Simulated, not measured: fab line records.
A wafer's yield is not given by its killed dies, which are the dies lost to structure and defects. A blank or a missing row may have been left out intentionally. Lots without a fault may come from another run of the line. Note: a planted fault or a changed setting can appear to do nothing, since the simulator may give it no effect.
Comparing a struck lot with a sound one | flow sky130 | 30 out of 708 route steps
Sound: these wafers, L695.3, L695.5, L695.6. The struck wafers were L702.3, L702.4, L702.5. At the end, the cause is stated.
Order at every step that has rows: each side's tool, ch and its chambers, its first start. Under that, the readings that differ: sound wafers | struck wafers | difference of the means | sigmas: that difference in standard deviations of wafers without a fault.
alike: a reading whose means differ by less than 2 such deviations, as well as words and numbers matching on both sides. not compared: withheld readings; readings where some wafer has no value; bounds like >300 that might hide an equal value; numbers whose values overlap and for which the record gives no deviation.
The two part at a step that has a row with sigmas, a row that says differs or no value, or rows on one side only. Non-overlapping numbers with no deviation appear without sigmas and do not part them. Lack of a reading on every wafer of one side parts them only where that side has two or more wafers.

SKY_PWDE_STRIP_09: strips in O2/N2.
  sound on plasma_asher-04 ch 0,1, day 5 01:11; struck on plasma_asher-04 ch 0,1, day 6 17:05
  alike: drypump_motor_current_A, oes_product_au, strip_time_to_endpoint_s
  not compared: rf_hours_counter_h
SKY_PWDE_TW_MEAS_10:
  sound on film_metro-04, day 5 01:16; struck on film_metro-03, day 6 17:10
  alike: PWDE_TW
then, 7 steps without rows for these wafers: SKY_NWELL_DEHYDRATE_03 (time 60 s); SKY_NWELL_HMDS_04 (prime time 60 s); SKY_NWELL_COAT_05 (resist thk 3000 nm); SKY_NWELL_SOFTBAKE_06; SKY_NWELL_EXPOSE_07 (exposes mask NWM, target cd 840 nm); SKY_NWELL_PEB_08; SKY_NWELL_DEVELOP_09 (develop time 60 s).
SKY_NWELL_OVL_MEAS_10:
  sound on overlay-01, day 5 19:37; struck on overlay-01, day 7 11:53
  alike: NWELL_00_OVL
then, 2 steps without rows for these wafers: SKY_NWELL_IMPLANT_11; SKY_NWELL_IMPLANT_12.
SKY_NWELL_IMPLANT_13:
  sound on implanter-02 ch 0, day 5 19:59; struck on implanter-02 ch 0, day 7 12:15
  reading            | sound                         | struck                        | difference | sigmas
  dose_ions_cm2      | 7.005e+11 7.011e+11 7.006e+11 | 4.182e+11 4.176e+11 4.174e+11 | -2.830e+11 | -99 or more
  faraday_current_uA | 3.92 4.07 4.07                | 2.33 2.34 2.43                | -1.65      | -19
SKY_NWELL_STRIP_14: strips in O2/N2.
  sound on plasma_asher-02 ch 0,1, day 5 20:08; struck on plasma_asher-01 ch 0,1, day 7 12:23
  alike: drypump_motor_current_A, oes_product_au, strip_time_to_endpoint_s
  not compared: rf_hours_counter_h
SKY_NWELL_TW_MEAS_15:
  sound on film_metro-01, day 5 20:13; struck on film_metro-03, day 7 12:28
  reading  | sound          | struck         | difference | sigmas
  NWELL_TW | 1846 1860 1852 | 1802 1809 1813 | -45        | -2
then, 7 steps without rows for these wafers: SKY_NWELL_DEHYDRATE_16 (time 60 s); SKY_NWELL_HMDS_17 (prime time 60 s); SKY_NWELL_COAT_18 (resist thk 3000 nm); SKY_NWELL_SOFTBAKE_19; SKY_NWELL_EXPOSE_20 (exposes mask NWM COMPLEMENT, target cd 840 nm); SKY_NWELL_PEB_21; SKY_NWELL_DEVELOP_22 (develop time 60 s).
SKY_NWELL_OVL_MEAS_23:
  sound on overlay-01, day 6 14:08; struck on overlay-01, day 8 07:02
  alike: NWELL_01_OVL
after that, 1 step had no rows for these wafers: SKY_NWELL_IMPLANT_24.
SKY_NWELL_STRIP_25: strips in O2/N2.
  sound on plasma_asher-03 ch 0,1, day 6 14:21; struck on plasma_asher-01 ch 0,1, day 8 07:14
  alike: drypump_motor_current_A, oes_product_au, strip_time_to_endpoint_s
  not compared: rf_hours_counter_h
SKY_NWELL_TW_MEAS_26:
  sound on film_metro-03, day 6 14:26; struck on film_metro-03, day 8 07:19
  alike: NWELL_2_TW
then, 1 step without rows for these wafers: SKY_NWELL_CLEAN_27 (cleans in SC1/SC2, time 150 s).
SKY_NWELL_RTA_28: time 30 s.
  sound on rtp_anneal-01 ch 0, day 6 14:34; struck on rtp_anneal-01 ch 0, day 8 07:27
  alike: lamp_power_pct, wafer_temp_C_max
SKY_NWELL_RS_MEAS_29: the measuring method here is four-point-probe.
  sound on film_metro-03, day 6 14:40; struck on film_metro-01, day 8 07:33
  reading           | sound             | struck            | difference | sigmas
  NWELL_RS (ohm/sq) | 625.0 624.2 625.3 | 633.4 632.2 633.7 | +8.3       | +5
-- the record jumps here: 40 days lie between the struck wafers' starts before and after (it left off in module NWELL and takes up again in module PAD_OPEN, whose first step shown is number 708 of the route) --
SKY_PAD_OPEN_PROBE_99:
  sound on prober-02, day 47 02:44; struck on prober-01, day 48 17:17
  reading                                   | sound               | struck               | difference | sigmas
  model.etest.pfet_g5v0d10v5.r_on_ohm_um    | 4650 4808 4676      | 4535 4584 4524       | -164       |
  model.etest.pfet_g5v0d10v5.drive_ua_um    | 349.8 339.2 347.5   | 359.8 358.1 364.7    | +15.4      |
  model.etest.pfet_01v8_lvt.drive_ua_um     | 180.4 175.9 178.4   | 189.2 186.8 189.9    | +10.4      |
  model.etest.pfet_01v8_mvt.drive_ua_um     | 157.7 153.1 155.8   | 162 161.6 160        | +6         |
  model.etest.pfet_g5v0d10v5.off_log10_a_um | -12.05 -12.3 -12.13 | -10.63 -10.98 -10.65 | +1.41      |
  model.etest.pfet_01v8_lvt.off_log10_a_um  | -8.71 -8.658 -8.693 | -7.624 -7.705 -7.598 | +1.045     |
  alike: killed_at_M0_to_M3, killed_at_M4_up, killed_at_contacts, killed_at_front_end, killed_at_other, killed_dies, killed_open, killed_short
  not compared: model.etest.nfet_16v.r_on_ohm_um, model.etest.tip_p_5v.rs_ohm_sq

== WHERE THEY PART ==
At SKY_NWELL_IMPLANT_13 first; at SKY_NWELL_RS_MEAS_29 last (within this record only). Later steps at which nothing parts them and some readings are alike: SKY_PAD_OPEN_PROBE_99.

WHY: what had been put in by the simulator
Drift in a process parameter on implanter-02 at SKY_NWELL_IMPLANT_13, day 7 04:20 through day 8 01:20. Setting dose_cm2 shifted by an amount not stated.
